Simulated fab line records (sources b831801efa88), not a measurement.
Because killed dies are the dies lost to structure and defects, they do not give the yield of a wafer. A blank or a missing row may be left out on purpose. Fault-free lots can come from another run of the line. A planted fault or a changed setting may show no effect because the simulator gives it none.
A struck lot beside a sound one	flow sky130	43 steps out of a route of 708
Sound: wafers L162.2, L162.3, L162.4. Wafers L172.1, L172.3, L172.5 were the ones struck. The cause is given at the end.
Order at every step that has rows: each side's tool, ch and its chambers, its first start. Under that, the readings that differ: sound wafers	struck wafers	difference of the means	sigmas: that difference in standard deviations of wafers without a fault.
alike: words and numbers the same on both sides, and readings whose means are apart by under 2 such deviations; not compared: readings that were withheld, readings missing a value for some wafer, numbers with overlapping values and no deviation given by the record, and bounds like >300 which may hide the same value.
A row with sigmas, a row that says differs or no value, or rows on one side alone: a step with any of these is where the two part. When numbers do not overlap yet have no deviation, they are printed without sigmas and do not part them. Lack of a reading on every wafer of one side parts them only where that side has two or more wafers.

SKY_CAPM_THK_MEAS_04: measures by xrf.
  sound: filmMetro-03 at day 38 23:37; struck: filmMetro-04 at day 42 04:04
  alike: CAPM_TIN_THK
then, 7 steps without rows for these wafers: SKY_CAPM_DEHYDRATE_05 (time 60 s); SKY_CAPM_HMDS_06 (prime time 60 s); SKY_CAPM_COAT_07 (resist thk 1140 nm); SKY_CAPM_SOFTBAKE_08 (time 60 s); SKY_CAPM_EXPOSE_09 (exposes mask CAPM, target cd 1000 nm); SKY_CAPM_PEB_10; SKY_CAPM_DEVELOP_11 (develop time 60 s).
SKY_CAPM_OVL_MEAS_12:
  sound: overlay-02 at day 40 00:32; struck: overlay-02 at day 43 03:32
  alike: CAPM_OVL
then, 3 steps without rows for these wafers: SKY_CAPM_METAL_ETCH_13 (etches TiN in Cl2/BCl3, stops on SiO2, target depth 220 nm, time 62.9 s); SKY_CAPM_STRIP_14 (strips in O2/N2); SKY_CAPM_STRIP_15 (strips in post etch residue remover, time 1200 s).
SKY_CAPM_CLEAN_16: cleans in IPA, time 180 s.
  sound on wetBench-01 ch 3, day 40 01:05; struck on wetBench-04 ch 1, day 43 04:05
then, 9 steps without rows for these wafers: SKY_CAPM_CLEAN_17 (cleans in O3/DIW); SKY_METAL3_DEHYDRATE_05 (time 60 s); SKY_METAL3_HMDS_06 (prime time 60 s); SKY_METAL3_COAT_07 (resist thk 60 nm); SKY_METAL3_COAT_08 (resist thk 1140 nm); SKY_METAL3_SOFTBAKE_09 (time 90 s); SKY_METAL3_EXPOSE_10 (exposes mask MM3, target cd 300 nm); SKY_METAL3_PEB_11; SKY_METAL3_DEVELOP_12 (develop time 60 s).
SKY_METAL3_CD_MEAS_13: target cd 300 nm.
  sound: cdSem-02 at day 41 01:23; struck: cdSem-01 at day 44 02:31
  alike: cdNm
SKY_METAL3_OVL_MEAS_14:
  sound: overlay-01 at day 41 01:29; struck: overlay-02 at day 44 02:38
  alike: METAL3_OVL
SKY_METAL3_DESCUM_15: chemistry O2, time 8 s.
  sound on rieMetal-04 ch 0, day 41 01:31; struck on rieMetal-01 ch 0,1, day 44 02:40
reading	sound	struck	difference	sigmas
drypumpMotorCurrentA (A)	6.5 6.5 6.5	4.9 5.7 5.7	-1.1	-2
  alike: oesProductAu
  not compared: rfHoursCounterH
then, 1 step without rows for these wafers: SKY_METAL3_ETCH_16 (etches BARC in N2/H2, stops on SiO2, time 88.2 s, target depth 60 nm).
SKY_METAL3_ETCH_17: etches SiO2 in C4F8/O2/Ar, stops on TiN, time 3.9 s, target depth 15 nm.
  sound on rieDiel-01 ch 0,2, day 41 01:46; struck on rieDiel-02 ch 0,1,3, day 44 02:47
reading	sound	struck	difference	sigmas
oesProductAu (a.u.)	0.752 0.763 0.772	0.743 0.743 0.756	-0.015	-2
SKY_METAL3_METAL_ETCH_18: etches the open film in Cl2/BCl3, stops on SiO2, target depth 845 nm, time 183.1 s.
  sound on rieMetal-01 ch 0,1, day 41 01:47; struck on rieMetal-04 ch 0,1, day 44 02:49
  alike: drypumpMotorCurrentA, oesProductAu, throttleValvePct
  not compared: rfHoursCounterH
SKY_METAL3_STRIP_19: strips in O2/N2.
  sound on plasmaAsher-02 ch 0,1, day 41 01:58; struck on plasmaAsher-01 ch 0, day 44 02:59
reading	sound	struck	difference	sigmas
drypumpMotorCurrentA (A)	4.8 4.8 4.9	5.9 5.8 5.9	+1.0	+2
  alike: oesProductAu, stripTimeToEndpointS
  not compared: rfHoursCounterH
then, 4 steps without rows for these wafers: SKY_METAL3_STRIP_20 (strips in post etch residue remover, time 1200 s); SKY_METAL3_CLEAN_21 (cleans in IPA, time 180 s); SKY_METAL3_CLEAN_22 (cleans in O3/DIW); SKY_VIA3_HDPCVD_00 (deposits SiO2, target thk 1635 nm, time 272.5 s).
SKY_VIA3_THK_MEAS_01:
  sound: filmMetro-02 at day 41 02:47; struck: filmMetro-03 at day 44 03:47
  alike: VIA3_HDPCVD_THK
SKY_VIA3_CMP_02: polishes SiO2.
  sound on cmp-01 ch 0,1,3, day 41 02:50; struck on cmp-01 ch 0,1, day 44 03:54
  alike: motorCurrentA, platenRpm
SKY_VIA3_BOW_MEAS_03:
  sound: filmMetro-03 at day 41 03:09; struck: filmMetro-03 at day 44 04:09
  alike: VIA3_BOW
then, 6 steps without rows for these wafers: SKY_VIA3_DEHYDRATE_04 (time 60 s); SKY_VIA3_HMDS_05 (prime time 60 s); SKY_VIA3_COAT_06 (resist thk 60 nm); SKY_VIA3_COAT_07 (resist thk 450 nm); SKY_VIA3_SOFTBAKE_08 (time 90 s); SKY_VIA3_EXPOSE_09 (exposes mask VIM3, target cd 200 nm).
-- the record jumps here: 6 days lie between the struck wafers' starts before and after (it left off in module VIA3 and takes up again in module PAD_OPEN, whose first step shown is number 708 of the route) --
SKY_PAD_OPEN_PROBE_99:
  sound: prober-01 at day 47 21:42; struck: prober-01 at day 50 05:18
reading	sound	struck	difference	sigmas
defectLimitedYield (%)	84.8 82.1 85.2	72.0 74.4 71.7	-11.3	-6
killedAtOther	0 1 0	58 59 57	+58	+99 or more
killedDies	75 88 73	138 126 139	+56	+6
sort_bin_3_pad_short (%)	0.6 1.0 0.6	2.8 3.3 3.5	+2.5	+6
sort_bin_5_function (%)	8.7 10.2 9.1	18.5 16.7 19.1	+8.8	+6
sortNPass	417 404 419	354 366 353	-56	-6
sortYieldPct (%)	84.8 82.1 85.2	72.0 74.4 71.7	-11.3	-6
model.etest.tester.sortNPass	417 404 419	354 366 353	-56	
model.etest.tester.sortYieldPct (%)	84.76 82.11 85.16	71.95 74.39 71.75	-11.31	
model.etest.tester.sort_bin_5_pct (%)	8.74 10.16 9.146	18.5 16.67 19.11	+8.7	
model.etest.tester.sort_bin_3_pct (%)	0.6098 1.016 0.6098	2.846 3.252 3.455	+2.439	
  alike: killed_at_M0_to_M3, killed_at_M4_up, killedAtContacts, killedAtFrontEnd, killedOpen, killedShort, sort_bin_6_memory

WHERE THEY PART
Last at SKY_PAD_OPEN_PROBE_99 as far as this record goes, first at SKY_METAL3_DESCUM_15.

WHY: the cause the simulator had injected
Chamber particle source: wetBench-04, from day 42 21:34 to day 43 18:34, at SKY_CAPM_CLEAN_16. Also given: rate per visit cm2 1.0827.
